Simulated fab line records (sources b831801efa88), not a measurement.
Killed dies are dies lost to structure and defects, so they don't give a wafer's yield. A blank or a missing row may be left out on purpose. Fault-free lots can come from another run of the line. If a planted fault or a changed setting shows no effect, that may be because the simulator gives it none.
Which tool was responsible? -- flow gf180mcu -- 36 wafers from 12 lots sampled at 4 of the route's 602 steps

## WHAT THE GAUGES SHOWED, per wafer
GF_M2_CD_MEAS_14 targets a cd of 280 nm.
lot,measured,on,cd_nm (nm)
L075,day 19 06:29,cd_sem-01,278.8 278.9 277.9
L077,day 20 05:13,cd_sem-01,280.9 280.0 279.9
L078,day 21 04:39,cd_sem-02,280.9 280.8 281.1
L081,day 21 21:29,cd_sem-01,280.2 278.7 278.6
L083,day 23 04:30,cd_sem-01,280.8 281.1 280.0
L085,day 23 15:41,cd_sem-01,281.5 280.1 280.4
L088,day 24 11:22,cd_sem-02,279.9 281.0 280.9
L089,day 25 01:04,cd_sem-02,281.7 279.2 280.8
L091,day 25 09:01,cd_sem-02,279.6 279.0 279.2
L093,day 25 21:00,cd_sem-02,279.7 278.2 279.2
L095,day 26 05:48,cd_sem-01,278.9 280.2 280.5
L097,day 26 20:15,cd_sem-02,279.9 279.6 280.0

## WHICH TOOL RAN EACH LOT (tool, then ch and the chambers of the sampled wafers, then the start)
lot,GF_V1_ETCH_16,GF_V1_ETCH_17,GF_V1_CMP_26
L075,"rie_diel-04 ch 0,1,3, day 18 03:55","rie_diel-04 ch 0,1,3, day 18 05:32 or earlier","cmp-02 ch 1,2,3, day 18 05:32"
L077,"rie_diel-04 ch 0,1, day 19 03:02","rie_diel-04 ch 0,1, day 19 04:16 or earlier","cmp-02 ch 0,2, day 19 04:16"
L078,"rie_diel-03 ch 0,1,2, day 20 02:02","rie_diel-03 ch 0,1,2, day 20 03:09 or earlier","cmp-02 ch 0,1,2, day 20 03:09"
L081,"rie_diel-03 ch 0,1,2, day 20 19:07","rie_diel-03 ch 0,1,2, day 20 20:10 or earlier","cmp-02 ch 0,2,3, day 20 20:10"
L083,"rie_diel-04 ch 1,2,3, day 22 04:02","rie_diel-04 ch 1,2,3, day 22 05:11 or earlier","cmp-02 ch 0,2,3, day 22 05:11"
L085,"rie_diel-03 ch 0,2,3, day 22 15:43","rie_diel-03 ch 0,2,3, day 22 16:53 or earlier","cmp-01 ch 0,1, day 22 16:53"
L088,"rie_diel-03 ch 0,1,3, day 23 12:20","rie_diel-03 ch 0,1,3, day 23 13:32 or earlier","cmp-02 ch 0,1,3, day 23 13:32"
L089,"rie_diel-03 ch 0,1,2, day 24 01:35","rie_diel-03 ch 0,1,2, day 24 02:39 or earlier","cmp-02 ch 0,1,3, day 24 02:39"
L091,"rie_diel-03 ch 1,2,3, day 24 10:13","rie_diel-03 ch 1,2,3, day 24 11:25 or earlier","cmp-01 ch 1,3, day 24 11:25"
L093,"rie_diel-03 ch 0,2,3, day 24 22:19","rie_diel-03 ch 0,2,3, day 24 23:30 or earlier","cmp-01 ch 1,2,3, day 24 23:30"
L095,"rie_diel-04 ch 1,2, day 25 07:19","rie_diel-04 ch 1,2, day 25 08:22 or earlier","cmp-01 ch 0,1, day 25 08:22"
L097,"rie_diel-04 ch 1,2,3, day 25 21:36","rie_diel-04 ch 1,2,3, day 25 22:46 or earlier","cmp-01 ch 1,2,3, day 25 22:46"
- GF_V1_ETCH_16: etches BARC in N2/H2.
- GF_V1_ETCH_17: etches SiO2 in C4F8/O2/Ar, stops on TiN, target depth 630 nm.
- GF_V1_CMP_26: polishes, stops on SiO2, t overpolish 15 s, target thk 0 nm.

## THE ANSWER, worked out from the rows above alone
Rule: the lots themselves supply what counts as usual. The widest of any qualifying gaps counts: lots, ordered by their means at a reading, are off when they make up no more than a third of the lots, leave a main group of 4 or more, and stand apart from it by 3 or more times the standard deviation of that group's means. If all means in a main group match to the digits the tables above print for the reading, that group is not used. A lot without any number at a reading at which 4 lots or more have one is off too. The other lots that the step has rows for count as sound.
No lot is off at any reading shown: from this, nothing can be told.

## WHAT THE SIMULATOR HAD INSERTED
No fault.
